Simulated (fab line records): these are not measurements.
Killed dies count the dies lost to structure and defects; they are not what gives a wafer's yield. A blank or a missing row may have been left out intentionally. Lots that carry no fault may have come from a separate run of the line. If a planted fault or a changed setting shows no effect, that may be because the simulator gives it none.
What tool caused it?    flow sky130    72 wafers from 24 lots sampled at 4 of the route's 708 steps

## WHAT EACH GAUGE READ, for each wafer
SKY_SONOS_ONO_OVL_MEAS_14.
lot   measured      on          SONOS_ONO_OVL (nm)
L074  day 12 05:53  overlay-02  -0.4 -0.5 -0.8
L075  day 12 13:10  overlay-01  -4.0 -2.7 -3.5
L076  day 12 22:07  overlay-01  -2.5 -1.6 -0.8
L077  day 13 19:49  overlay-01  -1.0 -1.1 -1.4
L078  day 14 03:12  overlay-02  -1.1 -0.4 -0.2
L079  day 14 03:26  overlay-02  0.9 0.7 -0.3
L080  day 14 16:52  overlay-02  -0.3 -0.1 -0.9
L081  day 15 06:00  overlay-01  -1.5 -1.4 0.7
L082  day 15 06:01  overlay-02  -0.3 0.3 0.1
L083  day 15 14:34  overlay-02  -2.0 -0.8 -0.5
L084  day 16 07:35  overlay-01  -0.9 -0.2 -1.1
L085  day 16 10:16  overlay-02  -2.0 -2.0 -1.3
L086  day 16 10:31  overlay-01  -1.6 -2.2 -2.2
L087  day 16 22:33  overlay-01  0.7 -0.8 -0.4
L088  day 17 01:34  overlay-01  -0.2 -1.0 -0.7
L089  day 17 18:34  overlay-02  -0.5 -0.2 1.0
L090  day 18 04:22  overlay-02  0.0 -2.0 -1.4
L091  day 18 05:47  overlay-01  -3.0 -0.9 -2.0
L093  day 19 14:56  overlay-02  -0.8 -1.5 -0.2
L092  day 19 18:38  overlay-01  0.2 1.7 0.3
L094  day 19 22:22  overlay-02  -2.1 -2.5 -1.0
L095  day 19 23:40  overlay-02  -1.2 -0.9 -0.7
L096  day 20 11:31  overlay-01  -3.6 -4.6 -5.2
L097  day 20 23:33  overlay-02  -0.3 -0.9 -2.2

SKY_METAL1_RS_MEAS_05: uses a four-point probe to measure.
lot   measured      on             METAL1_ALCU_RS (ohm/sq)
L074  day 31 00:47  film_metro-01  0.1273 0.1286 0.1274
L075  day 31 06:52  film_metro-01  0.1256 0.1257 0.1267
L076  day 32 01:35  film_metro-03  0.1263 0.1281 0.1284
L077  day 32 14:41  film_metro-04  0.1267 0.1273 0.1270
L078  day 32 23:40  film_metro-03  0.1299 0.1296 0.1287
L079  day 33 03:23  film_metro-01  0.1269 0.1260 0.1263
L080  day 33 17:41  film_metro-01  0.1264 0.1255 0.1260
L081  day 34 01:34  film_metro-01  0.1295 0.1301 0.1288
L082  day 34 02:57  film_metro-04  0.1259 0.1267 0.1256
L083  day 34 10:34  film_metro-04  0.1237 0.1251 0.1258
L084  day 34 20:43  film_metro-01  0.1294 0.1285 0.1281
L085  day 35 03:52  film_metro-01  0.1289 0.1276 0.1271
L086  day 35 03:28  film_metro-03  0.1291 0.1277 0.1284
L087  day 35 16:47  film_metro-04  0.1283 0.1282 0.1279
L088  day 35 17:37  film_metro-04  0.1282 0.1281 0.1301
L089  day 36 06:20  film_metro-01  0.1251 0.1249 0.1247
L090  day 36 17:32  film_metro-03  0.1254 0.1267 0.1259
L091  day 36 18:45  film_metro-04  0.1250 0.1268 0.1267
L093  day 38 20:33  film_metro-01  0.1282 0.1282 0.1276
L092  day 38 22:35  film_metro-04  0.1270 0.1269 0.1279
L094  day 38 21:12  film_metro-03  0.1262 0.1260 0.1271
L095  day 38 23:16  film_metro-04  0.1244 0.1239 0.1239
L096  day 39 00:50  film_metro-03  0.1256 0.1246 0.1258
L097  day 39 06:26  film_metro-01  0.1263 0.1262 0.1257

SKY_METAL1_OVL_MEAS_16.
lot   measured      on          METAL1_OVL (nm)
L074  day 32 03:30  overlay-01  -4 -3 -5
L075  day 32 10:56  overlay-02  10 15 1
L076  day 33 05:16  overlay-01  -1 4 -2
L077  day 33 17:40  overlay-01  -3 -4 -7
L078  day 34 02:01  overlay-01  3 12 8
L079  day 34 04:39  overlay-02  0 4 4
L080  day 34 18:46  overlay-01  9 11 15
L081  day 35 02:37  overlay-01  -1 -4 -3
L082  day 35 04:43  overlay-01  0 7 7
L083  day 35 12:49  overlay-02  0 -3 -1
L084  day 35 23:04  overlay-02  2 5 -2
L085  day 36 05:52  overlay-01  3 10 9
L086  day 36 04:33  overlay-02  8 10 9
L087  day 36 18:27  overlay-02  -5 -5 1
L088  day 36 19:31  overlay-01  12 2 4
L089  day 37 08:43  overlay-01  3 4 1
L090  day 37 19:29  overlay-02  -2 0 -6
L091  day 37 20:52  overlay-01  -5 0 0
L093  day 39 21:11  overlay-01  3 6 0
L092  day 39 22:46  overlay-02  2 -2 -3
L094  day 39 22:25  overlay-01  6 8 5
L095  day 39 23:58  overlay-02  5 8 3
L096  day 40 01:55  overlay-02  -1 -4 -5
L097  day 40 07:14  overlay-02  -3 -2 -1

## WHAT TOOL EACH LOT RAN ON (gives the tool, then ch and the chambers of the sampled wafers, and finally the start)
lot   SKY_METAL1_SPUTTER_04
L074  pvd_sputter-01, day 31 00:43
L075  pvd_sputter-04, day 31 06:47
L076  pvd_sputter-03, day 32 01:32
L077  pvd_sputter-01, day 32 14:37
L078  pvd_sputter-01, day 32 23:37
L079  pvd_sputter-04, day 33 03:20
L080  pvd_sputter-04, day 33 17:38
L081  pvd_sputter-01, day 34 01:31
L082  pvd_sputter-04, day 34 02:55
L083  pvd_sputter-03, day 34 10:28
L084  pvd_sputter-01, day 34 20:40
L085  pvd_sputter-04, day 35 03:47
L086  pvd_sputter-01, day 35 03:25
L087  pvd_sputter-03, day 35 16:44
L088  pvd_sputter-01, day 35 17:32
L089  pvd_sputter-03, day 36 06:17
L090  pvd_sputter-03, day 36 17:27
L091  pvd_sputter-04, day 36 18:40
L093  pvd_sputter-01, day 38 20:26
L092  pvd_sputter-01, day 38 22:31
L094  pvd_sputter-04, day 38 21:09
L095  pvd_sputter-03, day 38 23:13
L096  pvd_sputter-03, day 39 00:46
L097  pvd_sputter-03, day 39 06:19
- SKY_METAL1_SPUTTER_04: material TiN, target thk 70 nm, time 58.3 s.

## AS READ BY THE TOOLS THEMSELVES (means over the sampled wafers that have a number; for cases with no such wafer, the mark the record gives instead)
SKY_METAL1_SPUTTER_04.
lot   tool            throttle_valve_pct (%)
L074  pvd_sputter-01  30.2
L075  pvd_sputter-04  29.2
L076  pvd_sputter-03  28.1
L077  pvd_sputter-01  30.7
L078  pvd_sputter-01  30.0
L079  pvd_sputter-04  29.9
L080  pvd_sputter-04  30.4
L081  pvd_sputter-01  30.7
L082  pvd_sputter-04  30.4
L083  pvd_sputter-03  30.9
L084  pvd_sputter-01  30.6
L085  pvd_sputter-04  30.8
L086  pvd_sputter-01  30.1
L087  pvd_sputter-03  30.0
L088  pvd_sputter-01  30.6
L089  pvd_sputter-03  29.3
L090  pvd_sputter-03  29.4
L091  pvd_sputter-04  29.0
L093  pvd_sputter-01  30.1
L092  pvd_sputter-01  30.5
L094  pvd_sputter-04  30.4
L095  pvd_sputter-03  28.2
L096  pvd_sputter-03  30.1
L097  pvd_sputter-03  30.1

## THE ANSWER, worked out from the rows above alone
Rule: usual is defined by the lots themselves. Put in order of their means at a reading, lots are off if they are a third of the lots or fewer, leave a main group of 4 or more, and stand apart from it by a gap of 3 or more times the standard deviation of the main group's means; of several such gaps the widest counts. The tables above print the reading to a certain number of digits; a main group whose means all agree to those digits is not used. A lot without any number at a reading at which 4 lots or more have one is off too. All remaining lots with rows at the step are treated as sound. Order of review: gauges by route order, followed by the tools' own readings, for which a lot's mean as printed above is used. The first step at which some lot is off is used, and at that step the reading that is off furthest; a lot without a number counts as furthest.
None of the lots is off at any reading shown; this tells nothing.

## WHAT THE SIMULATOR HAD PUT IN
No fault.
